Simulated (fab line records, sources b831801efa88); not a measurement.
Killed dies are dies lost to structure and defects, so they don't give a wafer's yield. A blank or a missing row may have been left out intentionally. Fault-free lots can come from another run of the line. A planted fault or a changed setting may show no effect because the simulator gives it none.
2 desks looking at one fault | flow sky130 | each desk has only its own numbers; what lay behind them comes last

## TOOL OWNER'S DESK, rie-diel-03
The tool's own readings at SKY_FIELD_ISO_ETCH_14 (etches BARC in N2/H2, stops on SiO2, time 45.9 s, target depth 60 nm): means of the sampled wafers that have a number, for each lot that ran on this tool. Marked OUT: a lot whose mean sits more than 4 standard deviations from the usual mean, which makes it out of limits; the brackets give that distance.
Columns: A = bias-w at SKY_FIELD_ISO_ETCH_14, usual 100.0 W; B = drypump-motor-current-A at SKY_FIELD_ISO_ETCH_14, usual 5.9 A; C = oes-product-au at SKY_FIELD_ISO_ETCH_14, usual 0.856 a.u.; D = throttle-valve-pct at SKY_FIELD_ISO_ETCH_14, usual 13.224 %
lot  | first seen here | A              | B   | C     | D
L416 | day 2 04:45     | 100.0          | 6.3 | 0.859 | 13.222
L418 | day 2 14:32     | 99.8           | 6.2 | 0.855 | 13.227
L423 | day 3 19:20     | 99.9           | 6.3 | 0.851 | 13.222
L431 | day 5 11:38     | 96.0 (-13) OUT | 6.3 | 0.854 | 13.223
L432 | day 5 15:35     | 96.2 (-12) OUT | 6.0 | 0.859 | 13.227
This desk's verdict: out of limits on L431, L432, starting with L431 at day 5 11:38 (bias-w at SKY_FIELD_ISO_ETCH_14). Within limits: L416, L418, L423.

## THE METROLOGY DESK
What the gauges read, lot by lot, whatever tool the lot ran on: means of the sampled wafers that have a number. Marked OUT: a lot whose mean sits more than 4 standard deviations from the usual mean, which makes it out of limits; the brackets give that distance.
Columns: A = PWDE_TW at SKY_PWDE_TW_MEAS_10, usual 373; B = cd-nm at SKY_LI_CONTACT_CD_MEAS_12, usual 170.5 nm; C = cd-nm at SKY_LOCAL_INTERCONNECT_CD_MEAS_11, usual 169.6 nm
lot  | first seen here | A   | B     | C
L416 | day 3 19:16     | 368 | 167.0 | 170.0
L417 | day 4 01:02     | 373 | 170.5 | 168.7
L418 | day 4 05:38     | 366 | 171.4 | 171.0
L419 | day 4 20:54     | 372 | 172.4 | 167.3
L421 | day 5 04:25     | 374 | 171.4 | 169.0
L420 | day 5 05:11     | 375 | 167.5 | 170.9
L422 | day 5 08:34     | 374 | 168.1 | 169.5
L423 | day 5 13:26     | 375 | 168.0 | 169.9
L424 | day 5 21:31     | 372 | 173.2 | 171.4
L431 | day 7 08:55     | 378 | 172.5 | 169.0
L432 | day 7 12:40     | 369 | 170.5 | 168.9
L435 | day 8 11:28     | 375 | 169.8 | 171.1
L437 | day 8 16:51     | 374 | 170.2 | 170.6
L438 | day 8 22:32     | 371 | 173.4 | 167.8
Result from this desk: across the 14 lots, nothing is out of limits.

## TAKEN TOGETHER
On L431, L432, at day 5 11:38, an alarm was possible from the tool owner's desk.
Nothing out of limits was seen by the metrology desk.
The metrology desk has L431, L432 on record, within its limits.
All the named lots went through SKY_FIELD_ISO_ETCH_14 on rie-diel-03.

## WHAT THE SIMULATOR HAD INSERTED
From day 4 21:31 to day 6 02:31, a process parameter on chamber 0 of rie-diel-03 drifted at SKY_FIELD_ISO_ETCH_14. Setting bias-w shifted by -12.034 from 100. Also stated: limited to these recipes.
Struck lots among those shown: L431, L432.
Time in hours from fault onset to the first out-of-limits reading at each desk: the tool owner's desk, 14.
